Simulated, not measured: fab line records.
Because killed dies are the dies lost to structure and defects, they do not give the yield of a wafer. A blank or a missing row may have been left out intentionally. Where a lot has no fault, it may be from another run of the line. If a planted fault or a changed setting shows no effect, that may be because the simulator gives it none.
A struck lot beside a sound one | flow sky130 | 15 steps out of a route of 708
Sound: these wafers, L877.2, L877.4, L877.6. Wafers L869.3, L869.5, L869.6 were the ones struck. The cause is named last.
Each step with rows lists, per side, the tool, then ch with its chambers, then its first start. Under that, the readings that differ: sound wafers | struck wafers | difference of the means | sigmas: that difference in standard deviations of wafers without a fault.
alike: same words and numbers on both sides, and readings whose means sit less than 2 such deviations apart. not compared: any withheld reading, any reading some wafer has no value for, any bound like >300 that may hide the same value, and any number with overlapping values for which the record gives no deviation.
A row with sigmas, a row that says differs or no value, or rows on one side alone: a step with any of these is where the two part. Numbers that don't overlap but have no deviation are shown without sigmas and don't part them. Lack of a reading on every wafer of one side parts them only where that side has two or more wafers.

first, 8 steps without rows for these wafers: SKY_LOCAL_INTERCONNECT_DEHYDRATE_03 (time 60 s); SKY_LOCAL_INTERCONNECT_HMDS_04 (prime time 60 s); SKY_LOCAL_INTERCONNECT_COAT_05 (resist thk 60 nm); SKY_LOCAL_INTERCONNECT_COAT_06 (resist thk 450 nm); SKY_LOCAL_INTERCONNECT_SOFTBAKE_07 (time 90 s); SKY_LOCAL_INTERCONNECT_EXPOSE_08 (exposes mask LI1M, target cd 170 nm); SKY_LOCAL_INTERCONNECT_PEB_09; SKY_LOCAL_INTERCONNECT_DEVELOP_10 (develop time 60 s).
SKY_LOCAL_INTERCONNECT_CD_MEAS_11 targets a cd of 170 nm.
  sound on cdSem-01 at day 35 08:08; struck on cdSem-02 at day 32 12:21
  alike: cdNm
SKY_LOCAL_INTERCONNECT_OVL_MEAS_12:
  sound on overlay-01 at day 35 08:14; struck on overlay-02 at day 32 12:26
  alike: LOCAL_INTERCONNECT_OVL
SKY_LOCAL_INTERCONNECT_ETCH_13: etches BARC in N2/H2, stops on SiO2, time 45.9 s, target depth 60 nm.
  sound on rieMetal-03 ch 0,1, day 35 08:16; struck on rieMetal-01 ch 0,1, day 32 12:29
  alike: drypumpMotorCurrentA, oesProductAu, throttleValvePct
  not compared: rfHoursCounterH
SKY_LOCAL_INTERCONNECT_METAL_ETCH_14: etches TiN in Cl2/BCl3, stops on PSG, target depth 110 nm, time 31.4 s.
  sound on rieMetal-03 ch 0,1, day 35 08:20; struck on rieMetal-01 ch 0,1, day 32 12:33
reading              | sound                | struck               | difference | sigmas
throttleValvePct (%) | 21.903 21.893 21.879 | 21.917 21.918 21.907 | +0.022     | +2
  alike: drypumpMotorCurrentA, oesProductAu
  not compared: rfHoursCounterH
SKY_LOCAL_INTERCONNECT_STRIP_15: strips in O2/N2.
  sound on plasmaAsher-02 ch 0,1, day 35 08:23; struck on plasmaAsher-02 ch 0,1, day 32 12:37
  no value came back on the struck wafers for chamberPressureMTorr (mTorr), drypumpMotorCurrentA (A), oesProductAu (a.u.), stripTimeToEndpointS (s); on the sound wafers chamberPressureMTorr (mTorr) reads 1500.6 1500.2 1497.4
reading                                                  | sound | struck            | difference | sigmas
model.KrF-thick_of_LOCAL_INTERCONNECT_COAT_06.thkNm (nm) | 0 0 0 | 349.5 349.1 349.7 | +349.4     | 
  not compared: rfHoursCounterH
then, 1 step without rows for these wafers: SKY_LOCAL_INTERCONNECT_STRIP_16 (strips in post etch residue remover, time 1200 s).
-- a jump in the record: the struck wafers' starts before and after are 15 days apart (it breaks off in module LOCAL_INTERCONNECT and resumes in module PAD_OPEN, where the first step shown is number 708 of the route) --
SKY_PAD_OPEN_PROBE_99:
  sound on prober-02 at day 49 08:56; struck on prober-02 at day 47 13:40
reading          | sound     | struck      | difference | sigmas
killedAtContacts | 17 27 28  | 423 437 425 | +404       | +69
killedDies       | 72 96 113 | 492 492 492 | +398       | +42
killedOnRim      | 12 18 19  | 96 96 96    | +80        | +22
  alike: killed_at_M0_to_M3, killed_at_M4_up, killedAtFrontEnd, killedAtOther, killedOpen, killedShort

== WHERE THEY PART ==
Earliest at SKY_LOCAL_INTERCONNECT_METAL_ETCH_14; latest, in this record, at SKY_PAD_OPEN_PROBE_99.

WHY: the cause the simulator had injected
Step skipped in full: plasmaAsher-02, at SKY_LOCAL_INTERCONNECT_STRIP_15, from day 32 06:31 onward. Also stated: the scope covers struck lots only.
